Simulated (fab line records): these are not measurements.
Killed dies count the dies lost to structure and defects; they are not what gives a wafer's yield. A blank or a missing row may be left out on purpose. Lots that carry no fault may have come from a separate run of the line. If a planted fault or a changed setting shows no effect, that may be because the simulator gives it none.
Which tool did it? / flow sky130 / 12 lots, 36 wafers sampled, at 4 steps of a route of 708

## WHAT THE GAUGES SHOWED, per wafer
SKY_CAPM_THK_MEAS_04: measures by xrf.
lot=L074; measured=day 37 02:54; on=film_metro-01; CAPM_TIN_THK (nm)=198 198 203
lot=L077; measured=day 37 22:49; on=film_metro-04; CAPM_TIN_THK (nm)=197 197 199
lot=L078; measured=day 38 11:58; on=film_metro-04; CAPM_TIN_THK (nm)=202 201 206
lot=L082; measured=day 40 10:52; on=film_metro-01; CAPM_TIN_THK (nm)=204 205 205
lot=L085; measured=day 40 16:31; on=film_metro-01; CAPM_TIN_THK (nm)=197 197 200
lot=L080; measured=day 40 17:56; on=film_metro-03; CAPM_TIN_THK (nm)=203 198 202
lot=L088; measured=day 40 20:01; on=film_metro-04; CAPM_TIN_THK (nm)=197 201 202
lot=L089; measured=day 40 21:47; on=film_metro-01; CAPM_TIN_THK (nm)=199 202 197
lot=L091; measured=day 41 20:49; on=film_metro-04; CAPM_TIN_THK (nm)=204 198 204
lot=L093; measured=day 42 01:03; on=film_metro-01; CAPM_TIN_THK (nm)=197 203 203
lot=L095; measured=day 42 08:19; on=film_metro-04; CAPM_TIN_THK (nm)=204 202 207
lot=L097; measured=day 43 01:04; on=film_metro-04; CAPM_TIN_THK (nm)=208 207 207

## WHICH TOOL RAN EACH LOT (tool, then ch and the chambers of the sampled wafers, then the start)
lot=L074; SKY_VIA2_CMP_02=cmp-01 ch 0,1,2, day 35 23:06; SKY_VIA2_ETCH_14=rie_diel-02 ch 1,2,3, day 37 01:03; SKY_METAL3_SPUTTER_01=pvd_sputter-01, day 37 02:27
lot=L077; SKY_VIA2_CMP_02=cmp-02 ch 0,1,3, day 36 18:26; SKY_VIA2_ETCH_14=rie_diel-02 ch 0,1,3, day 37 20:57; SKY_METAL3_SPUTTER_01=pvd_sputter-04, day 37 22:22
lot=L078; SKY_VIA2_CMP_02=cmp-02 ch 1,2,3, day 37 08:10; SKY_VIA2_ETCH_14=rie_diel-02 ch 0,3, day 38 10:07; SKY_METAL3_SPUTTER_01=pvd_sputter-02, day 38 11:30
lot=L082; SKY_VIA2_CMP_02=cmp-02 ch 0,1,3, day 39 09:04; SKY_VIA2_ETCH_14=rie_diel-04 ch 0,1,2, day 40 09:00; SKY_METAL3_SPUTTER_01=pvd_sputter-04, day 40 10:23
lot=L085; SKY_VIA2_CMP_02=cmp-02 ch 1,2,3, day 39 13:45; SKY_VIA2_ETCH_14=rie_diel-03 ch 0,1, day 40 14:39; SKY_METAL3_SPUTTER_01=pvd_sputter-02, day 40 16:02
lot=L080; SKY_VIA2_CMP_02=cmp-02 ch 0,2,3, day 39 15:24; SKY_VIA2_ETCH_14=rie_diel-02 ch 1,2,3, day 40 16:04; SKY_METAL3_SPUTTER_01=pvd_sputter-02, day 40 17:28
lot=L088; SKY_VIA2_CMP_02=cmp-01 ch 0,2,3, day 39 17:58; SKY_VIA2_ETCH_14=rie_diel-03 ch 0,1,2, day 40 18:11; SKY_METAL3_SPUTTER_01=pvd_sputter-04, day 40 19:35
lot=L089; SKY_VIA2_CMP_02=cmp-02 ch 0,3, day 39 18:55; SKY_VIA2_ETCH_14=rie_diel-04 ch 0,2,3, day 40 19:39; SKY_METAL3_SPUTTER_01=pvd_sputter-02, day 40 21:21
lot=L091; SKY_VIA2_CMP_02=cmp-02 ch 0,1,3, day 40 18:33; SKY_VIA2_ETCH_14=rie_diel-03 ch 0,1, day 41 18:37; SKY_METAL3_SPUTTER_01=pvd_sputter-02, day 41 20:22
lot=L093; SKY_VIA2_CMP_02=cmp-02 ch 0,1,3, day 40 22:49; SKY_VIA2_ETCH_14=rie_diel-04 ch 0,1,3, day 41 23:12; SKY_METAL3_SPUTTER_01=pvd_sputter-02, day 42 00:36
lot=L095; SKY_VIA2_CMP_02=cmp-01 ch 0,1,3, day 41 06:49; SKY_VIA2_ETCH_14=rie_diel-04 ch 1,2, day 42 06:27; SKY_METAL3_SPUTTER_01=pvd_sputter-01, day 42 07:53
lot=L097; SKY_VIA2_CMP_02=cmp-02 ch 0,2,3, day 41 22:28; SKY_VIA2_ETCH_14=rie_diel-03 ch 2,3, day 42 23:13; SKY_METAL3_SPUTTER_01=pvd_sputter-04, day 43 00:36
- SKY_VIA2_CMP_02: polishes SiO2.
- SKY_VIA2_ETCH_14: etches BARC in N2/H2, stops on SiO2, time 45.9 s, target depth 60 nm.
- SKY_METAL3_SPUTTER_01: material TiN, target thk 20 nm, time 16.7 s.

## THE ANSWER, worked out from the rows above alone
Rule: usual is defined by the lots themselves. The widest of any qualifying gaps counts: lots, ordered by their means at a reading, are off when they make up no more than a third of the lots, leave a main group of 4 or more, and stand apart from it by 3 or more times the standard deviation of that group's means. If all means in a main group match to the digits the tables above print for the reading, that group is not used. Also off: a lot with no number at a reading for which 4 or more lots have one. All remaining lots with rows at the step are treated as sound.
None of the lots is off at any reading shown; this tells nothing.

## WHAT THE SIMULATOR PUT IN
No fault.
